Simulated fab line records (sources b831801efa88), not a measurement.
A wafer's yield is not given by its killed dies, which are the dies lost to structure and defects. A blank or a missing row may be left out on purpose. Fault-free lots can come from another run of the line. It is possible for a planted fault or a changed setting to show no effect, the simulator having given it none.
fab line records	flow gf180mcu
record: lots: 15	wafers: 45	last-day: 34
route steps=602 shown V4@479 V5@556
lots untouched by any fault: they come from a run of this same line in which no faults occurred
start-h: hours from the record's opening day to when the first of the lot's shown wafers began	wait-h: time in hours since the lot's previous step	" as in the row above	L1.1+2: several wafers, shown together as one row	- either no value or no given start	* or withheld: withheld	< > ~ a bound
route shown NAME@n: a module of which the file shows steps, and the number in the route of the first	usual: the fault-free wafers' mean and standard deviation	same: alike in all rows	chamber/n: place in a boat	sites: readings site by site	_std_site: the standard deviation of these	_edge_site: inner sites' mean taken away from outer sites' mean	radius-mm: for every site, how far away it sits from the centre of the wafer	mask NAME#n: copy n	behind: the last tool/chamber to shape the wafer	hold: why the lot went on hold/how many hours it stayed there/how the hold came to an end	device: transistor that didn't switch, given as n, p or np	end of line: the same wafers' tests at the end of the route	a step with no rows: only its recipe	killed: not the wafer's yield, but the dies lost to structure and defects at the first sort	map: per-die view of a wafer (x killed, . not killed, _ where there is no die)
set.NAME: the setting as run; set.NAME@STEP: as run at that earlier step	model.NAME: the simulator's own value behind a step, which no gauge read
the route's steps for a sample of lots (tables are steps, rows are wafers)
services: when a tool's chamber went out of use (start-h, in hours from the record's first day, below 0 if earlier), for how many hours, and the reason
== steps ==
step: GF_V4_THK_MEAS_03
recipe: reads: SiO2_of_V4_CVD_02
usual: V4_CVD_02_THK: 846/12
lot.wafer	tool	chamber	start-h	wait-h	V4_CVD_02_THK[nm]
L493.1	film-metro-02	-	545.42	0.0	847
L493.4	"	-	"	"	839
L493.6	"	-	"	"	850
L494.1	film-metro-03	-	552.98	0.0	836
L494.3	"	-	"	"	836
L494.6	"	-	"	"	854
L496.1	film-metro-03	-	571.18	0.1	831
L496.5	"	-	"	"	845
L496.6	"	-	"	"	852
L497.4	film-metro-03	-	577.09	0.0	853
L497.5	"	-	"	"	827
L497.6	"	-	"	"	844
L499.3	film-metro-03	-	597.94	0.1	855
L499.4	"	-	"	"	864
L499.5	"	-	"	"	878
L500.2	film-metro-02	-	604.58	0.1	832
L500.3	"	-	"	"	844
L500.4	"	-	"	"	846
L501.1	film-metro-01	-	623.83	0.0	844
L501.3	"	-	"	"	846
L501.4	"	-	"	"	865
L502.2	film-metro-02	-	629.66	0.0	829
L502.4	"	-	"	"	849
L502.5	"	-	"	"	855
L508.2	film-metro-03	-	672.03	0.0	843
L508.3	"	-	"	"	847
L508.5	"	-	"	"	859
L509.4	film-metro-01	-	673.35	0.0	861
L509.5	"	-	"	"	873
L509.6	"	-	"	"	859
L510.1	film-metro-01	-	677.71	0.0	836
L510.3	"	-	"	"	847
L510.4	"	-	"	"	841
L512.1	film-metro-02	-	689.27	0.0	857
L512.2	"	-	"	"	847
L512.4	"	-	"	"	854
L513.1	film-metro-02	-	696.94	0.0	838
L513.2	"	-	"	"	829
L513.3	"	-	"	"	824
L514.2	film-metro-03	-	701.25	0.0	837
L514.4	"	-	"	"	864
L514.6	"	-	"	"	846
L515.2	film-metro-03	-	712.04	0.1	841
L515.4	"	-	"	"	840
L515.5	"	-	"	"	846
step: GF_V4_SPUTTER_21
recipe: material: Ti	target-thk-nm: 15	chamber-pressure-pa: 5	power-w: 2500	substrate-temp-c: 200	time-s: 80.02
usual: chamber-pressure-pa: 5.000/0.0094	throttle-valve-pct: 30.2/1.2
same: time-s: 80.02
lot.wafer	tool	chamber	start-h	wait-h	chamber-pressure-pa	throttle-valve-pct
L493.1	pvd-sputter-01	-	568.58	0.0	5.007	29.7
L493.4	"	-	"	"	4.984	29.2
L493.6	"	-	"	"	4.996	29.3
L494.1	pvd-sputter-03	-	576.73	0.0	4.999	28.9
L494.3	"	-	"	"	5.010	28.2
L494.6	"	-	"	"	5.030	28.0
L496.1	pvd-sputter-02	-	594.23	0.0	5.004	30.8
L496.5	"	-	"	"	4.991	30.2
L496.6	"	-	"	"	4.988	32.0
L497.4	pvd-sputter-01	-	599.94	0.0	5.001	28.9
L497.5	"	-	"	"	4.996	29.8
L497.6	"	-	"	"	4.982	29.2
L499.3	pvd-sputter-02	-	620.38	0.0	4.990	30.8
L499.4	"	-	"	"	5.000	30.3
L499.5	"	-	"	"	5.003	32.2
L500.2	pvd-sputter-02	-	626.42	0.0	4.999	29.8
L500.3	"	-	"	"	5.006	30.3
L500.4	"	-	"	"	4.990	32.2
L501.1	pvd-sputter-03	-	644.89	0.0	4.998	31.7
L501.3	"	-	"	"	5.014	27.8
L501.4	"	-	"	"	5.017	31.5
L502.2	pvd-sputter-02	-	651.25	0.0	5.005	30.4
L502.4	"	-	"	"	4.992	32.0
L502.5	"	-	"	"	4.996	30.5
L508.2	pvd-sputter-03	-	692.59	0.0	5.003	29.0
L508.3	"	-	"	"	4.991	32.0
L508.5	"	-	"	"	5.004	31.5
L509.4	pvd-sputter-01	-	692.89	0.0	5.004	29.3
L509.5	"	-	"	"	5.017	29.2
L509.6	"	-	"	"	5.017	29.5
L510.1	pvd-sputter-03	-	698.12	0.0	4.991	31.4
L510.3	"	-	"	"	5.009	27.8
L510.4	"	-	"	"	5.011	31.7
L512.1	pvd-sputter-01	-	709.13	0.0	4.992	29.1
L512.2	"	-	"	"	5.000	29.1
L512.4	"	-	"	"	5.000	30.1
L513.1	pvd-sputter-02	-	715.89	0.0	5.000	29.7
L513.2	"	-	"	"	5.000	30.1
L513.3	"	-	"	"	5.008	30.7
L514.2	pvd-sputter-01	-	720.94	0.0	5.011	29.4
L514.4	"	-	"	"	4.975	30.1
L514.6	"	-	"	"	5.002	29.5
L515.2	pvd-sputter-03	-	731.52	0.0	4.993	31.5
L515.4	"	-	"	"	4.990	28.0
L515.5	"	-	"	"	4.997	31.7
step: GF_V4_RS_MEAS_24
recipe: thk-meas-gauge: four-point-probe	reads: W_of_V4_CVD_23+TiN_of_V4_SPUTTER_22+Ti_of_V4_SPUTTER_21
usual: V4_W_RS: 0.326/0.0059
lot.wafer	tool	chamber	start-h	wait-h	V4_W_RS[ohm/sq]
L493.1	film-metro-02	-	568.79	0.1	0.325
L493.4	"	-	"	"	0.333
L493.6	"	-	"	"	0.329
L494.1	film-metro-02	-	576.94	0.1	0.332
L494.3	"	-	"	"	0.332
L494.6	"	-	"	"	0.329
L496.1	film-metro-01	-	594.45	0.1	0.325
L496.5	"	-	"	"	0.326
L496.6	"	-	"	"	0.325
L497.4	film-metro-02	-	600.21	0.1	0.317
L497.5	"	-	"	"	0.332
L497.6	"	-	"	"	0.317
L499.3	film-metro-02	-	620.64	0.1	0.324
L499.4	"	-	"	"	0.323
L499.5	"	-	"	"	0.326
L500.2	film-metro-02	-	626.65	0.1	0.318
L500.3	"	-	"	"	0.332
L500.4	"	-	"	"	0.317
L501.1	film-metro-01	-	645.10	0.1	0.320
L501.3	"	-	"	"	0.335
L501.4	"	-	"	"	0.319
L502.2	film-metro-03	-	651.48	0.1	0.336
L502.4	"	-	"	"	0.318
L502.5	"	-	"	"	0.320
L508.2	film-metro-02	-	692.82	0.1	0.315
L508.3	"	-	"	"	0.316
L508.5	"	-	"	"	0.329
L509.4	film-metro-03	-	693.16	0.1	0.324
L509.5	"	-	"	"	0.325
L509.6	"	-	"	"	0.324
L510.1	film-metro-01	-	698.33	0.1	0.328
L510.3	"	-	"	"	0.327
L510.4	"	-	"	"	0.332
L512.1	film-metro-01	-	709.34	0.1	0.331
L512.2	"	-	"	"	0.333
L512.4	"	-	"	"	0.329
L513.1	film-metro-03	-	716.10	0.1	0.327
L513.2	"	-	"	"	0.324
L513.3	"	-	"	"	0.331
L514.2	film-metro-03	-	721.17	0.1	0.326
L514.4	"	-	"	"	0.323
L514.6	"	-	"	"	0.328
L515.2	film-metro-01	-	731.76	0.1	0.327
L515.4	"	-	"	"	0.325
L515.5	"	-	"	"	0.328
step: GF_V5_ETCH_16
recipe: chemistry: N2/H2	target-depth-a: withheld	overetch-a: withheld	time-s: withheld	target: BARC	ion-energy-ev: 200	source-w: 500	bias-w: 100	pressure-mtorr: 30	n2-flow-sccm: 100	h2-flow-sccm: 200
usual: bias-w: 99.95/0.29	chamber-pressure-mTorr: 29.998/0.028	drypump-motor-current-A: 5.8/0.34	h2-flow-sccm: 199.9/0.61	oes-product-au: 0.855/0.0044	throttle-valve-pct: 13.225/0.0088
lot.wafer	tool	chamber	start-h	wait-h	bias-w	chamber-pressure-mTorr	drypump-motor-current-A	h2-flow-sccm	oes-product-au	throttle-valve-pct
L493.1	rie-diel-01	2	634.22	0.0	100.19	30.033	6.0	199.7	0.854	13.228
L493.4	"	0	"	"	99.98	29.954	6.3	199.7	0.844	13.211
L493.6	"	1	"	"	99.94	30.025	6.1	200.0	0.852	13.215
L494.1	rie-diel-03	1	642.52	0.0	100.54	29.974	4.9	200.5	0.853	13.232
L494.3	"	2	"	"	99.64	30.015	6.2	199.0	0.848	13.224
L494.6	"	2	"	"	100.15	29.962	6.2	199.3	0.850	13.230
L496.1	rie-diel-01	3	658.62	0.0	100.25	29.974	5.8	199.4	0.851	13.212
L496.5	"	3	"	"	100.16	29.977	5.8	199.6	0.852	13.221
L496.6	"	0	"	"	100.02	29.966	6.3	199.6	0.852	13.219
L497.4	rie-diel-03	0	663.27	0.0	100.25	29.967	5.7	201.2	0.852	13.213
L497.5	"	3	"	"	99.85	29.967	6.0	200.3	0.863	13.221
L497.6	"	2	"	"	99.78	30.012	6.2	199.9	0.859	13.230
L499.3	rie-diel-02	0	682.72	0.0	100.20	30.004	5.7	199.8	0.855	13.220
L499.4	"	3	"	"	99.81	29.987	5.6	199.2	0.863	13.234
L499.5	"	1	"	"	100.33	30.014	6.1	199.8	0.849	13.234
L500.2	rie-diel-01	0	687.80	0.0	99.84	30.049	6.3	199.9	0.853	13.234
L500.3	"	2	"	"	100.05	29.972	6.0	199.4	0.855	13.235
L500.4	"	1	"	"	100.09	29.989	6.1	199.1	0.861	13.230
L501.1	rie-diel-01	1	704.65	0.0	99.96	29.993	6.1	200.3	0.854	13.233
L501.3	"	2	"	"	100.66	29.963	5.9	200.0	0.853	13.217
L501.4	"	0	"	"	99.94	29.968	6.3	199.8	0.861	13.218
L502.2	rie-diel-01	0	710.50	0.0	99.74	29.977	6.3	199.2	0.851	13.217
L502.4	"	3	"	"	100.15	30.002	5.7	199.9	0.853	13.234
L502.5	"	2	"	"	99.80	29.997	5.9	199.9	0.853	13.236
L508.2	rie-diel-02	1	748.05	0.0	-	-	-	-	-	-
L508.3	"	3	"	"	-	-	-	-	-	-
L508.5	"	0	"	"	-	-	-	-	-	-
L509.4	rie-diel-02	3	749.60	0.0	-	-	-	-	-	-
L509.5	"	1	"	"	-	-	-	-	-	-
L509.6	"	0	"	"	-	-	-	-	-	-
L510.1	rie-diel-02	3	753.20	0.0	-	-	-	-	-	-
L510.3	"	2	"	"	-	-	-	-	-	-
L510.4	"	1	"	"	-	-	-	-	-	-
L512.1	rie-diel-02	0	763.22	0.0	99.62	29.999	5.7	200.9	0.858	13.225
L512.2	"	3	"	"	99.59	29.962	5.6	199.6	0.858	13.225
L512.4	"	2	"	"	100.17	29.965	5.9	199.7	0.851	13.237
L513.1	rie-diel-03	3	769.85	0.0	100.00	29.945	6.1	198.9	0.858	13.203
L513.2	"	0	"	"	99.53	29.992	5.7	199.5	0.855	13.238
L513.3	"	1	"	"	99.80	29.968	5.0	200.6	0.860	13.242
L514.2	rie-diel-02	3	773.00	0.0	99.61	30.006	5.7	199.5	0.860	13.212
L514.4	"	1	"	"	99.60	30.007	6.1	201.4	0.855	13.228
L514.6	"	2	"	"	99.52	30.030	5.9	199.9	0.851	13.225
L515.2	rie-diel-03	1	783.50	0.0	99.55	29.990	4.9	200.2	0.861	13.225
L515.4	"	0	"	"	99.29	29.995	5.6	199.9	0.858	13.227
L515.5	"	3	"	"	100.07	29.974	6.0	199.5	0.854	13.230
step: GF_V5_ETCH_17
recipe: chemistry: C4F8/O2/Ar	mask-material: KrF	target: SiO2	stop-on: TiN	source-w: 1500	bias-w: 1200	pressure-mtorr: 40	c4f8-flow-sccm: withheld	O2_flow_sccm: 6	Ar_flow_sccm: 300	time-s: withheld	target-depth-a: 8550
usual: bias-w: 1200/3.8	chamber-pressure-mTorr: 40.00/0.037	oes-product-au: 0.859/0.0045
lot.wafer	tool	chamber	start-h	wait-h	bias-w	chamber-pressure-mTorr	oes-product-au
L493.1	rie-diel-01	2	-	-	1201	40.02	0.849
L493.4	"	0	"	"	1198	40.05	0.847
L493.6	"	1	"	"	1201	39.99	0.858
L494.1	rie-diel-03	1	-	-	1200	39.99	0.864
L494.3	"	2	"	"	1203	39.94	0.863
L494.6	"	2	"	"	1198	40.06	0.856
L496.1	rie-diel-01	3	-	-	1203	39.98	0.866
L496.5	"	3	"	"	1196	39.98	0.860
L496.6	"	0	"	"	1205	39.92	0.858
L497.4	rie-diel-03	0	-	-	1195	40.05	0.856
L497.5	"	3	"	"	1204	39.97	0.849
L497.6	"	2	"	"	1203	40.08	0.866
L499.3	rie-diel-02	0	-	-	1203	39.93	0.863
L499.4	"	3	"	"	1202	39.98	0.862
L499.5	"	1	"	"	1202	39.96	0.860
L500.2	rie-diel-01	0	-	-	1203	39.94	0.862
L500.3	"	2	"	"	1198	39.99	0.868
L500.4	"	1	"	"	1204	40.04	0.855
L501.1	rie-diel-01	1	-	-	1199	40.02	0.856
L501.3	"	2	"	"	1197	39.93	0.863
L501.4	"	0	"	"	1200	40.05	0.861
L502.2	rie-diel-01	0	-	-	1207	39.97	0.857
L502.4	"	3	"	"	1203	40.04	0.857
L502.5	"	2	"	"	1199	40.03	0.856
L508.2	rie-diel-02	1	-	-	1196	40.04	0.378
L508.3	"	3	"	"	1198	40.00	0.371
L508.5	"	0	"	"	1199	40.00	0.371
L509.4	rie-diel-02	3	-	-	1200	40.05	0.374
L509.5	"	1	"	"	1202	40.06	0.378
L509.6	"	0	"	"	1199	39.99	0.368
L510.1	rie-diel-02	3	-	-	1197	40.01	0.378
L510.3	"	2	"	"	1205	39.99	0.377
L510.4	"	1	"	"	1202	40.00	0.369
L512.1	rie-diel-02	0	-	-	1196	40.03	0.851
L512.2	"	3	"	"	1202	40.03	0.851
L512.4	"	2	"	"	1199	40.03	0.860
L513.1	rie-diel-03	3	-	-	1196	40.05	0.860
L513.2	"	0	"	"	1203	40.02	0.866
L513.3	"	1	"	"	1208	39.99	0.856
L514.2	rie-diel-02	3	-	-	1198	40.00	0.858
L514.4	"	1	"	"	1196	39.98	0.862
L514.6	"	2	"	"	1204	39.94	0.862
L515.2	rie-diel-03	1	-	-	1199	40.01	0.866
L515.4	"	0	"	"	1198	39.99	0.857
L515.5	"	3	"	"	1201	40.03	0.856
step: GF_V5_STRIP_18
recipe: chemistry: O2/N2	power-w: 1400	pressure-mtorr: 1500	platen-temp-c: 250	o2-flow-sccm: 3000	n2-flow-sccm: 300	overash-fraction: 0.5
usual: drypump-motor-current-A: 5.5/0.54	heater-power-w: 325/24	oes-product-au: 0.569/0.0046
lot.wafer	tool	chamber	start-h	wait-h	drypump-motor-current-A	heater-power-w	oes-product-au	rf-hours-counter-h
L493.1	plasma-asher-01	1	634.38	-	5.3	300	0.566	93
L493.4	"	0	"	"	5.2	364	0.573	-
L493.6	"	1	"	"	5.3	310	0.561	-
L494.1	plasma-asher-04	0	642.67	-	5.6	301	0.567	97
L494.3	"	1	"	"	6.3	304	0.570	-
L494.6	"	1	"	"	6.3	309	0.569	-
L496.1	plasma-asher-04	0	658.77	-	5.6	290	0.570	99
L496.5	"	1	"	"	6.3	318	0.572	-
L496.6	"	0	"	"	5.6	299	0.570	-
L497.4	plasma-asher-04	1	663.46	-	6.3	306	0.567	-
L497.5	"	1	"	"	6.3	311	0.568	-
L497.6	"	0	"	"	5.6	295	0.571	-
L499.3	plasma-asher-03	0	682.91	-	5.7	338	0.571	-
L499.4	"	1	"	"	4.6	333	0.569	-
L499.5	"	0	"	"	5.7	343	0.575	-
L500.2	plasma-asher-04	1	687.95	-	6.2	307	0.569	102
L500.3	"	1	"	"	6.3	306	0.568	-
L500.4	"	0	"	"	5.6	299	0.575	-
L501.1	plasma-asher-03	1	704.80	-	4.6	337	0.567	61
L501.3	"	0	"	"	5.7	350	0.572	-
L501.4	"	1	"	"	4.6	346	0.574	-
L502.2	plasma-asher-04	0	710.65	-	5.6	302	0.563	105
L502.4	"	1	"	"	6.3	308	0.574	-
L502.5	"	1	"	"	6.3	307	0.577	-
L508.2	plasma-asher-04	1	748.20	-	6.3	305	0.588	0
L508.3	"	1	"	"	6.3	303	0.591	-
L508.5	"	1	"	"	6.3	310	0.596	-
L509.4	plasma-asher-01	0	749.79	-	5.2	375	0.582	-
L509.5	"	1	"	"	5.3	305	0.590	-
L509.6	"	0	"	"	5.2	374	0.590	-
L510.1	plasma-asher-04	0	753.35	-	5.5	292	0.590	1
L510.3	"	1	"	"	6.3	308	0.574	-
L510.4	"	0	"	"	5.5	284	0.576	-
L512.1	plasma-asher-03	1	763.38	-	4.6	336	0.569	66
L512.2	"	0	"	"	5.6	340	0.573	66
L512.4	"	1	"	"	4.6	337	0.568	-
L513.1	plasma-asher-03	0	770.00	-	5.6	342	0.569	67
L513.2	"	1	"	"	4.7	341	0.574	67
L513.3	"	0	"	"	5.6	350	0.577	-
L514.2	plasma-asher-03	1	773.15	-	4.7	340	0.563	67
L514.4	"	1	"	"	4.6	338	0.565	-
L514.6	"	0	"	"	5.6	337	0.572	-
L515.2	plasma-asher-03	1	783.65	-	4.6	331	0.568	68
L515.4	"	0	"	"	5.7	335	0.576	-
L515.5	"	0	"	"	5.6	343	0.564	-
== services ==
tool	chamber	start-h	hours	kind
pvd-sputter-01	-	551.19	1.7	repair
pvd-sputter-03	-	551.42	1.7	repair
rie-diel-01	2	551.94	7.4	repair
plasma-asher-04	-	564.01	2.8	pm
pvd-sputter-02	-	588.61	5.6	repair
pvd-sputter-02	-	592.64	1.5	repair
plasma-asher-03	-	609.01	4.7	repair
rie-diel-02	2	615.40	8.7	repair
pvd-sputter-03	-	616.31	3.3	repair
rie-diel-02	-	626.43	2.8	pm
plasma-asher-01	-	637.42	33.5	pm
pvd-sputter-01	-	638.62	2.9	repair
rie-diel-01	3	641.96	3.8	repair
rie-diel-01	3	650.98	5.0	repair
plasma-asher-01	-	682.65	28.1	pm
rie-diel-03	2	705.41	6.8	repair
plasma-asher-01	-	715.88	12.7	repair
rie-diel-03	3	720.51	5.8	repair
plasma-asher-04	-	733.75	9.0	pm
plasma-asher-03	-	744.26	14.6	pm
rie-diel-03	2	755.37	-	clean
rie-diel-03	2	755.37	16.5	scheduled-down
rie-diel-01	3	766.57	5.7	repair
plasma-asher-04	-	781.92	0.8	repair
== key ==
first-sign: step: GF_V5_ETCH_16	reading: tool-record	direction: missing
effect: step: GF_V5_ETCH_17	reading: oes-product-au	direction: down	sigmas: 99+	usual: 0.859	struck: 0.374
effect: step: GF_V5_STRIP_18	reading: oes-product-au	direction: up	sigmas: 3.7	usual: 0.569	struck: 0.586
met-at GF_V5_ETCH_16
struck-lots L508,L509,L510
later-rows-left-out L508.2,L508.3,L508.5,L509.4,L509.5,L509.6,L510.1,L510.3,L510.4
sort-left-out L508.2,L508.3,L508.5,L509.4,L509.5,L509.6,L510.1,L510.3,L510.4
not-acting-at GF_V4_THK_MEAS_03,GF_V4_SPUTTER_21,GF_V4_RS_MEAS_24
onset-between 682.72 748.05
fault: kind: skipped-step-whole	tool: rie-diel-02	chamber: -	onset-h: 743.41	steps: GF_V5_ETCH_16	scope: struck-lots-only
sort-left-out: the simulated sort isn't trusted on such a fault, so these wafers' sort isn't shown, and their yield isn't known
later-rows-left-out: the simulator's readings of these wafers behind a module that went badly wrong aren't trusted and aren't shown, but for the sort
